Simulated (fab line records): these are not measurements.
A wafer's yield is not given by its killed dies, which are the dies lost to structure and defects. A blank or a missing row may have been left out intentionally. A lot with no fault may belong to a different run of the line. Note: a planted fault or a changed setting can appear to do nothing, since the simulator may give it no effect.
Check for tools in common | flow sky130 | Lots sampled 11, wafers sampled 33

## THE REASON FOR OPENING IT
At SKY_SD_N_RS_MEAS_16 the reading SD_N_RS is flagged on 2 of 11 lots. Fault-free wafers read 68.45 ohm/sq, with a standard deviation of 0.13.
Rule: a lot gets a flag if all its wafers with a number sit over 4 standard deviations from that mean, or if no wafer of it has a number. The other lots count as sound.

lot  | measured     | on            | SD_N_RS (ohm/sq), wafer by wafer | flag
L353 | day 27 12:17 | film-metro-01 | 68.34 68.54 68.60                |
L354 | day 28 05:15 | film-metro-01 | 68.26 68.37 68.38                |
L356 | day 29 01:34 | film-metro-04 | 68.42 68.36 68.34                |
L358 | day 29 19:38 | film-metro-01 | 68.38 68.35 68.61                |
L362 | day 31 01:30 | film-metro-02 | 68.45 68.69 68.69                |
L363 | day 31 19:27 | film-metro-04 | 68.52 68.45 68.41                |
L365 | day 32 05:49 | film-metro-01 | 68.38 68.58 68.43                |
L366 | day 32 13:47 | film-metro-01 | 67.21 67.16 67.15                | FLAGGED
L368 | day 33 08:35 | film-metro-02 | 67.40 67.51 67.46                | FLAGGED
L373 | day 34 12:38 | film-metro-01 | 68.44 68.27 68.44                |
L375 | day 35 02:17 | film-metro-01 | 68.61 68.62 68.52                |
The mean of the flagged lots' numbers is 67.31 ohm/sq, -1.14 ohm/sq from the usual (-9 standard deviations).

## LOT BY LOT: THE TOOL USED
Before the reading, the record contains 2 process steps out of a 708-step route. Read each cell as the tool, then ch plus the chambers that the sampled wafers visited, then the start.
lot  | flag    | SKY_SD_P_SOFTBAKE_03              | SKY_SD_N_RTA_14
L353 |         | litho-track-01 ch 0, day 24 11:08 | rtp-anneal-02 ch 0, day 27 12:06
L354 |         | litho-track-04 ch 0, day 25 03:29 | rtp-anneal-01 ch 0, day 28 05:04
L356 |         | litho-track-04 ch 0, day 26 01:49 | rtp-anneal-01 ch 0, day 29 01:23
L358 |         | litho-track-02 ch 0, day 26 19:07 | rtp-anneal-01 ch 0, day 29 19:27
L362 |         | litho-track-02 ch 0, day 28 01:03 | rtp-anneal-01 ch 0, day 31 01:19
L363 |         | litho-track-01 ch 0, day 28 20:02 | rtp-anneal-02 ch 0, day 31 19:15
L365 |         | litho-track-04 ch 0, day 29 07:05 | rtp-anneal-02 ch 0, day 32 05:37
L366 | FLAGGED | litho-track-02 ch 0, day 29 15:10 | rtp-anneal-01 ch 0, day 32 13:37
L368 | FLAGGED | litho-track-01 ch 0, day 30 10:58 | rtp-anneal-01 ch 0, day 33 08:24
L373 |         | litho-track-02 ch 0, day 31 16:43 | rtp-anneal-02 ch 0, day 34 12:27
L375 |         | litho-track-02 ch 0, day 32 07:12 | rtp-anneal-02 ch 0, day 35 02:06
What these steps do:
- SKY_SD_P_SOFTBAKE_03: time 62.42 s.
- SKY_SD_N_RTA_14: time 2 s.
- SKY_SD_N_RS_MEAS_16: measures by four-point-probe.

## FLAGGED OVER TOTAL, TOOL BY TOOL (the gauges that took the reading come last)
step                 | tool           | lots run | flagged | share of the flagged lots | sound lots run after its first flagged lot
SKY_SD_P_SOFTBAKE_03 | litho-track-01 | 3        | 1       | some                      | 0
SKY_SD_P_SOFTBAKE_03 | litho-track-02 | 5        | 1       | some                      | 2 (L373,L375)
SKY_SD_P_SOFTBAKE_03 | litho-track-04 | 3        | 0       | none                      | -
SKY_SD_N_RTA_14      | rtp-anneal-01  | 6        | 2       | all                       | 0
SKY_SD_N_RTA_14      | rtp-anneal-02  | 5        | 0       | none                      | -
SKY_SD_N_RS_MEAS_16  | film-metro-01  | 7        | 1       | some                      | 2 (L373,L375)
SKY_SD_N_RS_MEAS_16  | film-metro-02  | 2        | 1       | some                      | 0
SKY_SD_N_RS_MEAS_16  | film-metro-04  | 2        | 0       | none                      | -

## WHAT THE TABLE ALLOWS
Rows of the table that ran each flagged lot: 1, that is rtp-anneal-01 at SKY_SD_N_RTA_14.
- rtp-anneal-01 at SKY_SD_N_RTA_14: 2 of its 6 lots flagged. It ran its last sound lot, L362, at day 31 01:19 and its first flagged lot, L366, at day 32 13:37: a fault with its onset between the two fits. Its own readings (wafer_temp_C_max) fall more than 4 standard deviations out on all wafers of the flagged lots.
rtp-anneal-01 at SKY_SD_N_RTA_14 is the single tool remaining.

## WHAT THE SIMULATOR PUT IN
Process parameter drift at SKY_SD_N_RTA_14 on rtp-anneal-01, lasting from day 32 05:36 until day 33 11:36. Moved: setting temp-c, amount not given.
Shown lots that were struck: L366, L368. This agrees with what the rule above found.
